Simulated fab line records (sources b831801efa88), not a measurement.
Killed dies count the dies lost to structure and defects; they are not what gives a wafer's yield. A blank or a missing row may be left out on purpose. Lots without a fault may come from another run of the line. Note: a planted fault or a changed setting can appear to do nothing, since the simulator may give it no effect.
The tool behind it: which one?    flow gf180mcu    13 lots with 39 wafers sampled at 4 steps, on a route of 602 steps

WHAT THE GAUGES SHOWED, per wafer
GF_V5_THK_MEAS_25: measures by xrf.
lot   measured      on             V5_W_THK (nm)
L117  day 27 04:32  film_metro-03  356 346 347
L118  day 27 12:57  film_metro-04  362 355 349
L119  day 28 03:08  film_metro-04  351 356 353
L122  day 29 03:39  film_metro-04  349 350 351
L125  day 29 17:46  film_metro-02  354 353 351
L127  day 30 10:14  film_metro-02  353 346 352
L128  day 30 12:55  film_metro-04  352 349 356
L129  day 31 04:19  film_metro-03  355 356 355
L130  day 31 07:11  film_metro-04  353 351 355
L131  day 31 12:04  film_metro-02  351 360 354
L132  day 31 18:35  film_metro-02  347 359 352
L133  day 32 01:41  film_metro-04  352 353 342
L138  day 33 05:02  film_metro-04  359 358 354

GF_PASSIVATION_THK_MEAS_03.
lot   measured      on             PASSIVATION_CVD_02_THK (nm)
L117  day 28 02:47  film_metro-01  689 695 700
L118  day 28 10:56  film_metro-03  711 694 708
L119  day 29 00:55  film_metro-04  684 705 704
L122  day 30 01:18  film_metro-03  692 705 709
L125  day 30 14:45  film_metro-01  682 692 705
L127  day 31 06:56  film_metro-04  689 695 700
L128  day 31 08:14  film_metro-01  702 717 715
L129  day 31 23:25  film_metro-01  683 702 699
L130  day 32 02:26  film_metro-04  688 702 694
L131  day 32 06:34  film_metro-04  686 697 706
L132  day 32 13:32  film_metro-03  703 694 699
L133  day 32 20:16  film_metro-04  706 700 699
L138  day 33 23:25  film_metro-03  681 694 690

WHAT TOOL EACH LOT RAN ON (gives the tool, then ch and the chambers of the sampled wafers, and finally the start)
lot   GF_M1_METAL_ETCH_16                GF_V5_CVD_02
L117  rie_metal-03 ch 0,1, day 17 00:00  pecvd-03 ch 1,2, day 26 06:01
L118  rie_metal-03 ch 0,1, day 17 12:03  pecvd-02 ch 0,1, day 26 15:10
L119  rie_metal-03 ch 0, day 18 01:14    pecvd-03 ch 0,1, day 27 05:37
L122  rie_metal-03 ch 0,1, day 19 07:39  pecvd-02 ch 1,2, day 28 06:52
L125  rie_metal-03 ch 0,1, day 20 04:36  pecvd-02 ch 1,2, day 28 21:22
L127  rie_metal-03 ch 0,1, day 20 23:26  pecvd-02 ch 0,1, day 29 14:53
L128  rie_metal-03 ch 0,1, day 21 04:21  pecvd-03 ch 0,1, day 29 16:59
L129  rie_metal-01 ch 0,1, day 21 21:28  pecvd-02 ch 0,2, day 30 07:53
L130  rie_metal-03 ch 0,1, day 22 01:57  pecvd-03 ch 0,1,2, day 30 11:08
L131  rie_metal-03 ch 1, day 22 09:09    pecvd-01 ch 0,1,2, day 30 16:49
L132  rie_metal-03 ch 0,1, day 22 15:53  pecvd-03 ch 1,2, day 30 22:55
L133  rie_metal-01 ch 0,1, day 23 01:21  pecvd-03 ch 1,2, day 31 06:46
L138  rie_metal-01 ch 0,1, day 24 13:47  pecvd-01 ch 1,2, day 32 10:46
- GF_M1_METAL_ETCH_16: etches the open film in Cl2/BCl3, stops on SiO2, target depth 627.5 nm, time 104.6 s.
- GF_V5_CVD_02: deposits SiO2 from TEOS, target thk 1450 nm, time 163.28 s.

WHAT THE TOOLS THEMSELVES READ (means of the sampled wafers that have a number; where no wafer has one, the mark that the record gives instead)
GF_M1_METAL_ETCH_16.
lot   tool          drypump_motor_current_A (A)  oes_product_au (a.u.)  throttle_valve_pct (%)
L117  rie_metal-03  5.9                          0.969                  28.241
L118  rie_metal-03  5.9                          0.975                  28.246
L119  rie_metal-03  6.4                          0.971                  28.254
L122  rie_metal-03  5.9                          0.974                  28.245
L125  rie_metal-03  5.4                          0.980                  28.239
L127  rie_metal-03  5.9                          0.973                  28.243
L128  rie_metal-03  5.9                          0.971                  28.249
L129  rie_metal-01  5.4                          0.974                  28.245
L130  rie_metal-03  5.9                          0.976                  28.240
L131  rie_metal-03  4.9                          0.971                  28.249
L132  rie_metal-03  5.4                          0.976                  28.247
L133  rie_metal-01  5.2                          0.974                  28.258
L138  rie_metal-01  5.4                          0.974                  28.254

GF_V5_CVD_02.
lot   tool      heater_power_w (W)
L117  pecvd-03  633
L118  pecvd-02  655
L119  pecvd-03  611
L122  pecvd-02  656
L125  pecvd-02  634
L127  pecvd-02  617
L128  pecvd-03  619
L129  pecvd-02  672
L130  pecvd-03  662
L131  pecvd-01  608
L132  pecvd-03  698
L133  pecvd-03  688
L138  pecvd-01  757

THE ANSWER, worked out from the rows above alone
Rule: usual is defined by the lots themselves. The widest of any qualifying gaps counts: lots, ordered by their means at a reading, are off when they make up no more than a third of the lots, leave a main group of 4 or more, and stand apart from it by 3 or more times the standard deviation of that group's means. The tables above print the reading to a certain number of digits; a main group whose means all agree to those digits is not used. Also off: a lot with no number at a reading for which 4 or more lots have one. All remaining lots with rows at the step are treated as sound. First the gauges in route order, then the tools' own readings, where a lot's mean is used as printed above. At the first step where some lot is off, the reading lying furthest off is the one used; lots without a number count as furthest.
Across all readings shown, no lot is off: no conclusion can be drawn from this.

WHAT THE SIMULATOR HAD PUT IN
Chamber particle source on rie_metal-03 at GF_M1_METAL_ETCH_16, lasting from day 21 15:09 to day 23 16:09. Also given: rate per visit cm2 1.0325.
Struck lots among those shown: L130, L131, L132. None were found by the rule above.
